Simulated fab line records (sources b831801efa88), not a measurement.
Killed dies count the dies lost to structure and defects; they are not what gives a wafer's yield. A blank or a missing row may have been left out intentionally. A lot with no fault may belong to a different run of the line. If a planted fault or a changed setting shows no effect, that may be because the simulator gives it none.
fab line records + flow sky130
record:
- lots: 11
- wafers: 33
- last-day: 50
route steps=708 shown METAL3@565 VIA3@585 METAL4@635
lots that met no fault: taken from a fault-free run of the same line
start-h: the number of hours between the record's first day and the start of the first shown wafer of the lot + wait-h: hours elapsed since this lot's preceding step + " unchanged from the row above + L1.1+2: several wafers, shown together as one row + - no value, or no start was given + * or withheld: withheld + < > ~ a bound
route shown NAME@n: names a module that has steps shown in the file, with the first one's number in the route + usual: mean and standard deviation over wafers with no fault + same: alike in all rows + chamber/n: place in a boat + sites: each site's reading + _std_site: their standard deviation + _edge_site: outer sites' mean less inner sites' + radius-mm: how far each site lies from the wafer's centre + mask NAME#n: copy n + behind: tool/chamber where the wafer was last shaped + hold: the reason the lot was held/the length of the hold in hours/how it ended + device: names the non-switching transistor (n, p or np) + end of line: the same wafers' tests at the end of the route + where a step has no rows: the recipe by itself + killed: not the wafer's yield, but the dies lost to structure and defects at the first sort + map: dies across one wafer; x = killed, . = not, _ = none there
set.NAME: setting as actually run; set.NAME@STEP: the setting as run at that earlier step + model.NAME: the simulator's own value behind a step, which no gauge read
the route's steps for a sample of lots (tables are steps, rows are wafers)
services: a tool's chamber out of use, with start hour (start-h, from the record's first day; less than 0 if before it), hours out, and reason
== steps ==
step: SKY_METAL3_DESCUM_15
recipe:
- chemistry: O2
- source-power-w: 150
- bias-power-w: 0
- pressure-mtorr: 10
- temp-c: 40
- time-s: 8
usual:
- chamber-pressure-mTorr: 10.000/0.0085
- drypump-motor-current-A: 5.8/0.39
- oes-product-au: 0.997/0.0092
| lot.wafer | tool         | chamber | start-h | wait-h | chamber-pressure-mTorr | drypump-motor-current-A | oes-product-au | rf-hours-counter-h |
|-----------|--------------|---------|---------|--------|------------------------|-------------------------|----------------|--------------------|
| L396.1    | rie-metal-02 | 0       | 923.70  | 0.0    | 10.010                 | 6.0                     | 1.012          | 5                  |
| L396.2    | "            | 1       | "       | "      | 10.011                 | 6.3                     | 0.987          | 1                  |
| L396.3    | "            | 0       | "       | "      | 9.993                  | 6.0                     | 1.003          | -                  |
| L399.1    | rie-metal-01 | 0       | 946.05  | 0.0    | 9.997                  | 5.6                     | 0.991          | 10                 |
| L399.2    | "            | 0       | "       | "      | 10.000                 | 5.6                     | 1.001          | -                  |
| L399.3    | "            | 0       | "       | "      | 9.994                  | 5.6                     | 0.988          | -                  |
| L400.2    | rie-metal-04 | 0       | 952.18  | 0.0    | 10.009                 | 5.7                     | 0.993          | 14                 |
| L400.5    | "            | 1       | "       | "      | 10.011                 | 5.7                     | 0.986          | -                  |
| L400.6    | "            | 0       | "       | "      | 10.005                 | 5.7                     | 1.003          | -                  |
| L401.3    | rie-metal-04 | 0       | 961.86  | 0.0    | 9.990                  | 5.7                     | 0.995          | -                  |
| L401.4    | "            | 1       | "       | "      | 9.985                  | 5.8                     | 0.990          | -                  |
| L401.6    | "            | 1       | "       | "      | 10.011                 | 5.8                     | 0.987          | -                  |
| L402.2    | rie-metal-01 | 1       | 975.90  | 0.0    | 9.997                  | 5.1                     | 0.994          | 1                  |
| L402.4    | "            | 0       | "       | "      | 9.996                  | 5.6                     | 0.991          | -                  |
| L402.5    | "            | 0       | "       | "      | 9.986                  | 5.7                     | 0.998          | -                  |
| L404.1    | rie-metal-04 | 1       | 995.80  | 0.0    | 9.989                  | 5.8                     | 0.990          | 9                  |
| L404.4    | "            | 0       | "       | "      | 9.993                  | 5.6                     | 0.989          | -                  |
| L404.6    | "            | 1       | "       | "      | 10.021                 | 5.8                     | 0.985          | -                  |
| L405.1    | rie-metal-02 | 1       | 999.25  | 0.0    | 9.979                  | 6.3                     | 0.990          | 5                  |
| L405.2    | "            | 0       | "       | "      | 10.002                 | 6.0                     | 1.000          | 9                  |
| L405.3    | "            | 0       | "       | "      | 9.993                  | 6.0                     | 1.021          | -                  |
| L411.2    | rie-metal-02 | 1       | 1027.69 | 0.0    | 9.995                  | 6.3                     | 1.000          | 7                  |
| L411.3    | "            | 0       | "       | "      | 10.010                 | 6.0                     | 1.015          | -                  |
| L411.5    | "            | 0       | "       | "      | 10.003                 | 6.0                     | 1.003          | -                  |
| L412.2    | rie-metal-01 | 1       | 1033.43 | 0.0    | 9.986                  | 5.1                     | 0.995          | 6                  |
| L412.3    | "            | 0       | "       | "      | 10.008                 | 5.7                     | 0.996          | -                  |
| L412.4    | "            | 1       | "       | "      | 10.003                 | 5.1                     | 0.992          | -                  |
| L416.1    | rie-metal-02 | 1       | 1059.98 | 0.0    | 9.995                  | 6.3                     | 0.981          | 8                  |
| L416.2    | "            | 0       | "       | "      | 10.001                 | 6.0                     | 1.006          | 13                 |
| L416.5    | "            | 1       | "       | "      | 9.999                  | 6.3                     | 1.001          | -                  |
| L418.1    | rie-metal-02 | 1       | 1066.88 | 0.0    | 10.000                 | 6.4                     | 1.004          | 9                  |
| L418.4    | "            | 1       | "       | "      | 10.003                 | 6.3                     | 1.000          | -                  |
| L418.5    | "            | 1       | "       | "      | 10.013                 | 6.3                     | 1.004          | -                  |
step: SKY_VIA3_CD_MEAS_12
recipe:
- target-cd-nm: 200
usual:
- cd-nm: 200.2/1.4
| lot.wafer | tool      | chamber | start-h | wait-h | cd-nm |
|-----------|-----------|---------|---------|--------|-------|
| L396.1    | cd-sem-02 | -       | 950.72  | -      | 200.4 |
| L396.2    | "         | -       | "       | "      | 201.7 |
| L396.3    | "         | -       | "       | "      | 202.8 |
| L399.1    | cd-sem-01 | -       | 971.70  | -      | 199.9 |
| L399.2    | "         | -       | "       | "      | 198.4 |
| L399.3    | "         | -       | "       | "      | 199.0 |
| L400.2    | cd-sem-01 | -       | 977.37  | -      | 200.4 |
| L400.5    | "         | -       | "       | "      | 199.3 |
| L400.6    | "         | -       | "       | "      | 200.3 |
| L401.3    | cd-sem-02 | -       | 987.86  | -      | 200.1 |
| L401.4    | "         | -       | "       | "      | 200.8 |
| L401.6    | "         | -       | "       | "      | 200.8 |
| L402.2    | cd-sem-02 | -       | 1001.22 | -      | 199.8 |
| L402.4    | "         | -       | "       | "      | 200.7 |
| L402.5    | "         | -       | "       | "      | 199.1 |
| L404.1    | cd-sem-02 | -       | 1021.20 | -      | 202.5 |
| L404.4    | "         | -       | "       | "      | 201.8 |
| L404.6    | "         | -       | "       | "      | 201.8 |
| L405.1    | cd-sem-02 | -       | 1024.27 | -      | 198.7 |
| L405.2    | "         | -       | "       | "      | 198.9 |
| L405.3    | "         | -       | "       | "      | 197.4 |
| L411.2    | cd-sem-01 | -       | 1052.00 | -      | 201.3 |
| L411.3    | "         | -       | "       | "      | 201.9 |
| L411.5    | "         | -       | "       | "      | 200.7 |
| L412.2    | cd-sem-02 | -       | 1057.50 | -      | 200.4 |
| L412.3    | "         | -       | "       | "      | 199.4 |
| L412.4    | "         | -       | "       | "      | 200.3 |
| L416.1    | cd-sem-02 | -       | 1083.65 | -      | 198.4 |
| L416.2    | "         | -       | "       | "      | 197.2 |
| L416.5    | "         | -       | "       | "      | 197.6 |
| L418.1    | cd-sem-01 | -       | 1090.60 | -      | 199.9 |
| L418.4    | "         | -       | "       | "      | 200.0 |
| L418.5    | "         | -       | "       | "      | 199.9 |
step: SKY_VIA3_SPUTTER_20
recipe:
- material: TiN
- target-thk-nm: 20
- chamber-pressure-pa: 5
- power-w: 4000
- time-s: 80
usual:
- chamber-pressure-pa: 5.000/0.009
- throttle-valve-pct: 30.2/0.74
| lot.wafer | tool           | chamber | start-h | wait-h | chamber-pressure-pa | throttle-valve-pct |
|-----------|----------------|---------|---------|--------|---------------------|--------------------|
| L396.1    | pvd-sputter-04 | -       | 951.57  | 0.0    | 5.003               | 31.0               |
| L396.2    | "              | -       | "       | "      | 5.006               | 30.7               |
| L396.3    | "              | -       | "       | "      | 5.007               | 29.8               |
| L399.1    | pvd-sputter-04 | -       | 972.55  | 0.0    | 4.997               | 31.0               |
| L399.2    | "              | -       | "       | "      | 5.013               | 28.6               |
| L399.3    | "              | -       | "       | "      | 4.994               | 31.0               |
| L400.2    | pvd-sputter-03 | -       | 978.20  | 0.0    | 4.992               | 31.1               |
| L400.5    | "              | -       | "       | "      | 5.018               | 30.7               |
| L400.6    | "              | -       | "       | "      | 5.011               | 30.8               |
| L401.3    | pvd-sputter-03 | -       | 988.68  | 0.0    | 4.989               | 30.1               |
| L401.4    | "              | -       | "       | "      | 5.002               | 30.4               |
| L401.6    | "              | -       | "       | "      | 5.003               | 30.6               |
| L402.2    | pvd-sputter-04 | -       | 1002.08 | 0.0    | 5.006               | 30.9               |
| L402.4    | "              | -       | "       | "      | 4.997               | 30.1               |
| L402.5    | "              | -       | "       | "      | 4.984               | 30.9               |
| L404.1    | pvd-sputter-03 | -       | 1022.05 | 0.0    | 5.002               | 30.4               |
| L404.4    | "              | -       | "       | "      | 4.997               | 30.8               |
| L404.6    | "              | -       | "       | "      | 4.989               | 30.2               |
| L405.1    | pvd-sputter-04 | -       | 1025.12 | 0.0    | 4.992               | 30.6               |
| L405.2    | "              | -       | "       | "      | 4.995               | 29.2               |
| L405.3    | "              | -       | "       | "      | 4.983               | 31.2               |
| L411.2    | pvd-sputter-02 | -       | 1052.83 | 0.0    | 5.000               | 29.5               |
| L411.3    | "              | -       | "       | "      | 4.998               | 29.4               |
| L411.5    | "              | -       | "       | "      | 4.983               | 29.8               |
| L412.2    | pvd-sputter-04 | -       | 1058.32 | 0.0    | 4.990               | 29.1               |
| L412.3    | "              | -       | "       | "      | 5.004               | 29.8               |
| L412.4    | "              | -       | "       | "      | 5.017               | 30.6               |
| L416.1    | pvd-sputter-03 | -       | 1084.53 | 0.0    | 4.992               | 29.2               |
| L416.2    | "              | -       | "       | "      | 5.010               | 30.7               |
| L416.5    | "              | -       | "       | "      | 5.003               | 30.4               |
| L418.1    | pvd-sputter-04 | -       | 1091.49 | 0.0    | 4.998               | 30.3               |
| L418.4    | "              | -       | "       | "      | 5.002               | 29.7               |
| L418.5    | "              | -       | "       | "      | 4.998               | 30.9               |
step: SKY_METAL4_STRIP_19
recipe:
- chemistry: O2/N2
- power-w: 1400
- pressure-mtorr: 1500
- platen-temp-c: withheld
- o2-flow-sccm: 3000
- n2-flow-sccm: 300
- overash-fraction: 0.5
usual:
- chamber-pressure-mTorr: 1499.8/1.3
- drypump-motor-current-A: 6.0/0.44
- n2-flow-sccm: 300.0/0.88
- oes-product-au: 0.502/0.0061
- overash-fraction: 0.5/0
- strip-time-to-endpoint-s: 6.56/0.1
| lot.wafer | tool            | chamber | start-h | wait-h | chamber-pressure-mTorr | drypump-motor-current-A | n2-flow-sccm | oes-product-au | overash-fraction | rf-hours-counter-h | strip-time-to-endpoint-s |
|-----------|-----------------|---------|---------|--------|------------------------|-------------------------|--------------|----------------|------------------|--------------------|--------------------------|
| L396.1    | plasma-asher-03 | 1       | 1001.33 | 0.1    | 1499.5                 | 5.7                     | 300.5        | 0.504          | 0.5              | 23                 | 6.58                     |
| L396.2    | "               | 0       | "       | "      | 1500.1                 | 6.0                     | 298.7        | 0.508          | 0.5              | 23                 | 6.55                     |
| L396.3    | "               | 1       | "       | "      | 1499.0                 | 5.8                     | 300.2        | 0.503          | 0.5              | -                  | 6.56                     |
| L399.1    | plasma-asher-03 | 1       | 1021.48 | 0.1    | 1500.0                 | 5.7                     | 299.8        | 0.504          | 0.5              | 24                 | 6.60                     |
| L399.2    | "               | 0       | "       | "      | 1501.7                 | 6.0                     | 299.8        | 0.501          | 0.5              | 24                 | 6.58                     |
| L399.3    | "               | 0       | "       | "      | 1500.7                 | 6.1                     | 299.3        | 0.499          | 0.5              | -                  | 6.62                     |
| L400.2    | plasma-asher-03 | 1       | 1027.23 | 0.1    | 1500.4                 | 5.7                     | 299.2        | 0.514          | 0.5              | 25                 | 6.72                     |
| L400.5    | "               | 1       | "       | "      | 1494.9                 | 5.7                     | 299.5        | 0.505          | 0.5              | -                  | 6.66                     |
| L400.6    | "               | 0       | "       | "      | 1501.3                 | 6.0                     | 300.7        | 0.509          | 0.5              | -                  | 6.65                     |
| L401.3    | plasma-asher-02 | 1       | 1038.07 | 0.1    | 1499.5                 | 6.6                     | 299.6        | 0.504          | 0.5              | -                  | 6.65                     |
| L401.4    | "               | 0       | "       | "      | 1499.1                 | 5.1                     | 300.7        | 0.503          | 0.5              | -                  | 6.59                     |
| L401.6    | "               | 1       | "       | "      | 1499.5                 | 6.6                     | 299.8        | 0.496          | 0.5              | -                  | 6.62                     |
| L402.2    | plasma-asher-04 | 1       | 1050.76 | 0.1    | 1501.8                 | 6.0                     | 300.5        | 0.502          | 0.5              | 124                | 6.62                     |
| L402.4    | "               | 1       | "       | "      | 1497.8                 | 6.0                     | 301.3        | 0.501          | 0.5              | -                  | 6.65                     |
| L402.5    | "               | 1       | "       | "      | 1498.4                 | 6.0                     | 300.6        | 0.504          | 0.5              | -                  | 6.63                     |
| L404.1    | plasma-asher-03 | 0       | 1069.31 | 0.1    | 1500.4                 | 6.0                     | 300.5        | 0.491          | 0.7              | 30                 | 6.32                     |
| L404.4    | "               | 0       | "       | "      | 1501.1                 | 6.0                     | 300.6        | 0.499          | 0.7              | -                  | 6.34                     |
| L404.6    | "               | 1       | "       | "      | 1499.4                 | 5.7                     | 300.2        | 0.503          | 0.5              | -                  | 6.56                     |
| L405.1    | plasma-asher-03 | 0       | 1072.48 | 0.1    | 1499.4                 | 6.0                     | 300.9        | 0.502          | 0.7              | 30                 | 6.70                     |
| L405.2    | "               | 1       | "       | "      | 1499.8                 | 5.8                     | 299.2        | 0.507          | 0.5              | 30                 | 6.66                     |
| L405.3    | "               | 0       | "       | "      | 1500.0                 | 6.1                     | 300.6        | 0.512          | 0.7              | -                  | 6.67                     |
| L411.2    | plasma-asher-04 | 1       | 1097.88 | 0.1    | 1499.6                 | 6.0                     | 300.1        | 0.496          | 0.5              | 4                  | 6.57                     |
| L411.3    | "               | 1       | "       | "      | 1500.5                 | 6.0                     | 298.3        | 0.493          | 0.5              | -                  | 6.42                     |
| L411.5    | "               | 1       | "       | "      | 1500.3                 | 6.0                     | 301.0        | 0.492          | 0.5              | -                  | 6.39                     |
| L412.2    | plasma-asher-04 | 1       | 1103.73 | 0.1    | 1501.4                 | 6.0                     | 300.1        | 0.491          | 0.5              | 4                  | 6.45                     |
| L412.3    | "               | 0       | "       | "      | 1499.6                 | 6.5                     | 299.4        | 0.492          | 0.5              | -                  | 6.46                     |
| L412.4    | "               | 1       | "       | "      | 1500.1                 | 6.0                     | 299.8        | 0.503          | 0.5              | -                  | 6.62                     |
| L416.1    | plasma-asher-03 | 1       | 1127.11 | 0.1    | 1500.6                 | 5.7                     | 299.5        | 0.507          | 0.5              | 36                 | 6.61                     |
| L416.2    | "               | 0       | "       | "      | 1500.1                 | 6.1                     | 300.2        | 0.506          | 0.5              | 36                 | 6.60                     |
| L416.5    | "               | 0       | "       | "      | 1500.0                 | 6.1                     | 301.3        | 0.507          | 0.5              | -                  | 6.66                     |
| L418.1    | plasma-asher-03 | 1       | 1133.79 | 0.1    | 1497.9                 | 5.8                     | 299.2        | 0.497          | 0.5              | 37                 | 6.62                     |
| L418.4    | "               | 1       | "       | "      | 1499.7                 | 5.7                     | 298.8        | 0.501          | 0.5              | -                  | 6.49                     |
| L418.5    | "               | 1       | "       | "      | 1498.5                 | 5.7                     | 301.2        | 0.507          | 0.5              | -                  | 6.58                     |
== services ==
| tool            | chamber | start-h | hours | kind           |
|-----------------|---------|---------|-------|----------------|
| pvd-sputter-02  | -       | 905.39  | 1.8   | repair         |
| rie-metal-01    | 1       | 935.49  | -     | clean          |
| rie-metal-01    | 1       | 935.49  | 11.9  | scheduled-down |
| rie-metal-01    | 1       | 935.49  | 11.9  | vent-cycle     |
| pvd-sputter-03  | -       | 945.43  | 2.0   | repair         |
| pvd-sputter-04  | -       | 952.73  | 1.8   | repair         |
| rie-metal-02    | 0       | 969.77  | 6.8   | repair         |
| rie-metal-01    | -       | 996.34  | 1.4   | pm             |
| plasma-asher-02 | -       | 1015.64 | 0.8   | repair         |
| plasma-asher-02 | -       | 1018.76 | 2.8   | pm             |
| plasma-asher-04 | -       | 1055.25 | 9.0   | pm             |
| plasma-asher-04 | 0       | 1055.25 | 9.0   | vent-cycle     |
| plasma-asher-04 | 1       | 1055.25 | 9.0   | vent-cycle     |
| rie-metal-04    | 0       | 1059.27 | 17.3  | repair         |
| pvd-sputter-03  | -       | 1059.53 | 7.7   | repair         |
| plasma-asher-02 | -       | 1061.71 | 6.2   | repair         |
| plasma-asher-04 | 0       | 1064.25 | -     | clean          |
| plasma-asher-04 | 1       | 1064.25 | -     | clean          |
| rie-metal-02    | 0       | 1064.53 | 2.9   | repair         |
| plasma-asher-02 | -       | 1075.37 | 2.5   | repair         |
| plasma-asher-02 | -       | 1075.81 | 2.1   | repair         |
| pvd-sputter-04  | -       | 1080.32 | 1.3   | repair         |
| pvd-sputter-03  | -       | 1129.17 | 2.1   | repair         |
== key ==
first-sign:
- step: SKY_METAL4_STRIP_19
- reading: overash-fraction
- direction: up
- sigmas: 99+
- usual: 0.5
- struck: 0.7
effect none on later readings
met-at SKY_METAL4_STRIP_19
struck-lots L404,L405
struck-wafers L404.1,L404.4,L405.1,L405.3
not-acting-at SKY_METAL3_DESCUM_15,SKY_VIA3_CD_MEAS_12,SKY_VIA3_SPUTTER_20
onset-between 1027.23 1069.31
fault:
- kind: process-parameter-drift
- tool: plasma-asher-03
- chamber: 0
- onset-h: 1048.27
- steps: SKY_METAL4_STRIP_19
- channel: overash-fraction
- offset: 0.2
- shape: step
- end-h: 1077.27
- acts-in: these-recipes-only
- stated: 0.5
